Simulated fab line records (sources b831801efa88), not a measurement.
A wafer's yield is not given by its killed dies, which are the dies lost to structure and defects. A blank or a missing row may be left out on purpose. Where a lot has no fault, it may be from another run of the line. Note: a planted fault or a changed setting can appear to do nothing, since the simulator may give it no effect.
Comparing a struck lot with a sound one	flow sky130	16 out of 708 route steps
Sound: the wafers L971.1, L971.5, L971.6. The struck wafers were L967.1, L967.2, L967.3. Last of all comes the cause.
For every step that has rows: the tool of each side, followed by ch and its chambers, followed by its first start. Under that, the readings that differ: sound wafers	struck wafers	difference of the means	sigmas: that difference in standard deviations of wafers without a fault.
alike: words and numbers the same on both sides, and readings whose means are apart by under 2 such deviations; not compared: readings that were withheld, readings missing a value for some wafer, numbers with overlapping values and no deviation given by the record, and bounds like >300 which may hide the same value.
The two part at a step that has a row with sigmas, a row that says differs or no value, or rows on one side only. When numbers do not overlap yet have no deviation, they are printed without sigmas and do not part them. A reading missing from all wafers of one side parts the sides only when that side holds two or more wafers.

first, 5 steps without rows for these wafers: SKY_SONOS_TUNNEL_COAT_02 (resist thk 1140 nm); SKY_SONOS_TUNNEL_SOFTBAKE_03 (time 60 s); SKY_SONOS_TUNNEL_EXPOSE_04 (exposes mask TUNM, target cd 410 nm); SKY_SONOS_TUNNEL_PEB_05; SKY_SONOS_TUNNEL_DEVELOP_06 (develop time 60 s).
SKY_SONOS_TUNNEL_CD_MEAS_07 targets a cd of 410 nm.
  sound on cd-sem-01 at day 17 05:38; struck on cd-sem-02 at day 15 20:17
reading	sound	struck	difference	sigmas
cd-nm (nm)	411.4 409.0 409.9	415.3 413.3 416.5	+4.9	+2
SKY_SONOS_TUNNEL_OVL_MEAS_08:
  sound on overlay-02 at day 17 05:45; struck on overlay-02 at day 15 20:24
  alike: SONOS_TUNNEL_OVL
then, 3 steps without rows for these wafers: SKY_SONOS_TUNNEL_IMPLANT_09; SKY_SONOS_TUNNEL_WET_ETCH_10 (etches SiO2 in dHF, target depth 14 nm, time 280 s); SKY_SONOS_TUNNEL_STRIP_11 (strips in SPM, time 600 s).
SKY_SONOS_TUNNEL_TW_MEAS_12:
  sound on film-metro-02 at day 17 06:12; struck on film-metro-02 at day 15 20:52
  alike: SONOS_TUNNEL_TW
then, 1 step without rows for these wafers: SKY_SONOS_TUNNEL_CLEAN_13 (cleans in dHF, time 20 s).
SKY_SONOS_ONO_OXIDATION_00: stabilise 600 s, purge 300 s, target thk 2.6 nm.
  sound on furnace-02 ch 0, day 17 08:29; struck on furnace-01 ch 0, day 15 22:46
reading	sound	struck	difference	sigmas
spike-tc-bottom-C (C)	819.0 816.3 817.3	834.9 835.9 836.3	+18.2	+9
spike-tc-centre-C (C)	801.9 801.8 802.4	822.6 822.1 822.0	+20.2	+16
spike-tc-lower-C (C)	801.1 800.2 800.7	822.5 821.9 821.3	+21.2	+22
spike-tc-top-C (C)	812.8 813.2 812.9	833.0 831.9 833.9	+20.0	+18
spike-tc-upper-C (C)	799.8 800.8 799.1	820.3 820.1 820.4	+20.4	+21
tube-center-temp-C (C)	800.08 799.92 799.9	821.56 821.35 821.53	+21.51	+99 or more
tube_center_temp_C_max	802.2 801.9 801.8	823.6 823.7 823.3	+21.6	+62
zone-power-lower-pct (%)	12.4 12.5 12.4	18.5 18.3 18.4	+6.0	+2
zone-power-upper-pct (%)	13.91 13.77 13.81	14.88 14.74 14.79	+0.97	+6
model.SiO2_of_SONOS_ONO_OXIDATION_00.thk-nm (nm)	2.582 2.584 2.587	3.509 3.505 3.525	+0.929	
  alike: ramp-up-c-per-min, zone-power-top-pct
SKY_SONOS_ONO_THK_MEAS_01:
  sound on film-metro-02 at day 17 09:50; struck on film-metro-01 at day 16 00:07
reading	sound	struck	difference	sigmas
SONOS_ONO_OXIDATION_THK (nm)	2.60 2.57 2.61	3.55 3.47 3.54	+0.93	+14
then, 1 step without rows for these wafers: SKY_SONOS_ONO_CVD_02 (deposits Si3N4 from DCS/NH3, target thk 10.5 nm, time 180 s).
-- record jumps: 34 days separate the struck wafers' starts on either side; left off in module SONOS_ONO, taken up again in module PAD_OPEN, whose first shown step is the route's number 708 --
SKY_PAD_OPEN_PROBE_99:
  sound on prober-01 at day 50 09:29; struck on prober-01 at day 49 14:37
reading	sound	struck	difference	sigmas
killed-at-other	0 1 0	3 0 3	+2	+3
model.etest.sonos-erased.drive-ua-um	174 159.7 173.5	22.18 20.85 21.34	-147.61	
model.etest.sonos-uncharged.r-on-ohm-um	805.6 821.5 827.9	859.2 865.5 867.7	+45.8	
model.etest.sonos-programmed.off-log10-a-um	-13.96 -13.96 -14.02	-10.38 -12.16 -11.33	+2.69	
model.etest.sonos-erased.vt-v (V)	-2.188 -2.171 -2.232	-0.4317 -0.3952 -0.3974	+1.7889	
model.etest.cap-ono.gate-log10-a-cm2	-8.142 -8.13 -7.97	-9.688 -9.458 -9.463	-1.456	
model.etest.cap-ono.gate-bv-v (V)	16.72 16.55 16.62	17.72 17.79 17.34	+0.99	
model.etest.cap-ono.tox-acc-nm (nm)	13.06 13.05 12.95	14.23 14.01 14.12	+1.10	
model.etest.sonos-programmed.vt-v (V)	1.315 1.302 1.473	0.6339 0.7972 0.7407	-0.6394	
  alike: killed_at_M0_to_M3, killed_at_M4_up, killed-at-contacts, killed-at-front-end, killed-dies, killed-open, killed-short

## WHERE THEY PART
First at SKY_SONOS_TUNNEL_CD_MEAS_07; last, within this record, at SKY_PAD_OPEN_PROBE_99.

WHY: what had been put in by the simulator
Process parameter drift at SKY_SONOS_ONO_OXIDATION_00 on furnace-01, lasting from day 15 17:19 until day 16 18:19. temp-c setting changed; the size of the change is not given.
